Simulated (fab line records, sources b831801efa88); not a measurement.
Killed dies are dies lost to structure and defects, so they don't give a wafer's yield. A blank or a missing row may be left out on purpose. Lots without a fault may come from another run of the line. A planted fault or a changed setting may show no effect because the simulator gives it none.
One fault seen from 2 desks | flow sky130 | each desk has only its own numbers; what lay behind them comes last

THE METROLOGY DESK
What the gauges read, lot by lot, whatever tool the lot ran on: means of the sampled wafers that have a number. A lot is out of limits, marked OUT, if its mean lies more than 4 standard deviations from the usual mean; the brackets give that distance.
Columns: A = CAPM_CVD_00_THK at SKY_CAPM_THK_MEAS_01, usual 15.63 nm
lot  | first seen here | A
L251 | day 37 01:59    | 15.75
L254 | day 37 15:41    | 15.69
L255 | day 38 03:54    | 15.78
L256 | day 38 09:32    | 15.52
L257 | day 38 10:55    | 15.50
L258 | day 38 16:35    | 15.70
L266 | day 41 09:00    | 17.61 (+9.0) OUT
L270 | day 42 07:44    | 16.99 (+6.2) OUT
L271 | day 42 15:46    | 15.56
L272 | day 42 17:13    | 15.58
L273 | day 43 03:51    | 15.73
This desk's finding: out of limits on L266, L270; first on L266, day 41 09:00 (CAPM_CVD_00_THK at SKY_CAPM_THK_MEAS_01). In limits: L251, L254, L255, L256, L257, L258, L271, L272, L273.

THE TOOL OWNER'S DESK: pecvd-02
The tool's own readings at SKY_CAPM_CVD_00 (deposits SiO2, target thk 15.5 nm): means of the sampled wafers that have a number, for each lot that ran on this tool. A lot is out of limits, marked OUT, if its mean lies more than 4 standard deviations from the usual mean; the brackets give that distance.
Columns: A = heater_power_w at SKY_CAPM_CVD_00, usual 725 W
lot  | first seen here | A
L255 | day 38 03:53    | 729
L258 | day 38 16:33    | 744
L266 | day 41 08:58    | 648
L270 | day 42 07:43    | 658
This desk's finding: nothing out of limits on any of the 4 lots.

PUT TOGETHER
The metrology desk could have raised an alarm at day 41 09:00, on L266, L270.
The tool owner's desk saw nothing out of limits.
The tool owner's desk has L266, L270 on record, within its limits.
Of the lots named, all ran SKY_CAPM_CVD_00 on pecvd-02.

WHAT THE SIMULATOR HAD PUT IN
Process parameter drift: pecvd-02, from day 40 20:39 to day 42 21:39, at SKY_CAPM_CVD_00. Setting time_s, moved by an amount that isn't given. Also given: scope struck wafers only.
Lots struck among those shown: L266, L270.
Hours from the fault's start to each desk's first reading out of limits: the metrology desk, 12.
